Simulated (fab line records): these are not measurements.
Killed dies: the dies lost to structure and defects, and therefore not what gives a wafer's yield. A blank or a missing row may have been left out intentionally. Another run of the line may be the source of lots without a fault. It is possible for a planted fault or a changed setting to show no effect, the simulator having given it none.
Matching of chambers | flow sfq line | SFQ_TRILAYER_A5B_CMP_CMP_130 on cmp-02 has 4 sister chambers
The step polishes, stops on Nb, target thk 340.7 nm. 16 wafers are shown with their chamber, then 8 later ones without.

WAFERS, EACH WITH ITS CHAMBER
wafer  | chamber | motor current A (A)
L897.3 | 1       | 10.7
L897.1 | 0       | 9.7
L897.6 | 1       | 9.9
L899.1 | 1       | 10.1
L899.2 | 3       | 11.2
L899.5 | 0       | 9.8
L902.1 | 0       | 9.3
L902.2 | 3       | 11.7
L902.3 | 2       | 8.9
L905.1 | 3       | 12.3
L905.3 | 0       | 9.7
L905.6 | 2       | 9.0
L909.1 | 2       | 9.3
L909.3 | 1       | 9.6
L909.4 | 0       | 9.2
L911.3 | 3       | 11.8

SIGNATURES (means of the wafers above)
reading         | chamber 0 | chamber 1 | chamber 2 | chamber 3 | scatter within a chamber
motor current A | 9.540     | 10.075    | 9.067     | 11.750    | 0.369
Rule: a wafer's distance from a chamber is the root of the sum, over the readings, of the square of ((its reading less the chamber's mean) divided by the reading's scatter). The wafer belongs to the nearest chamber; if the next one is less than 2 further off, it can't be placed. The scatter: the root of (the sum of the squares of (reading less its chamber's mean) over the shown wafers, divided by (wafers less chambers)).

WAFERS MISSING THEIR CHAMBER
wafer  | motor current A (A)
L911.1 | 9.7
L911.5 | 9.6
L915.3 | 9.4
L915.4 | 11.8
L915.6 | 11.5
L919.2 | 9.7
L919.1 | 12.2
L919.3 | 9.5

WHICH CHAMBER EACH ONE RAN IN
wafer  | from the rows above          | in truth
L911.1 | can't be placed: 0 or 1 or 2 | 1
L911.5 | can't be placed: 0 or 1 or 2 | 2
L915.3 | can't be placed: 0 or 2 or 1 | 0
L915.4 | 3                            | 3
L915.6 | 3                            | 3
L919.2 | can't be placed: 0 or 1 or 2 | 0
L919.1 | 3                            | 3
L919.3 | can't be placed: 0 or 2 or 1 | 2
3 of 8 placed correctly. Cannot be placed on the basis of these rows: 5; the candidates contain the true chamber in 5. Placed wrongly: 0.
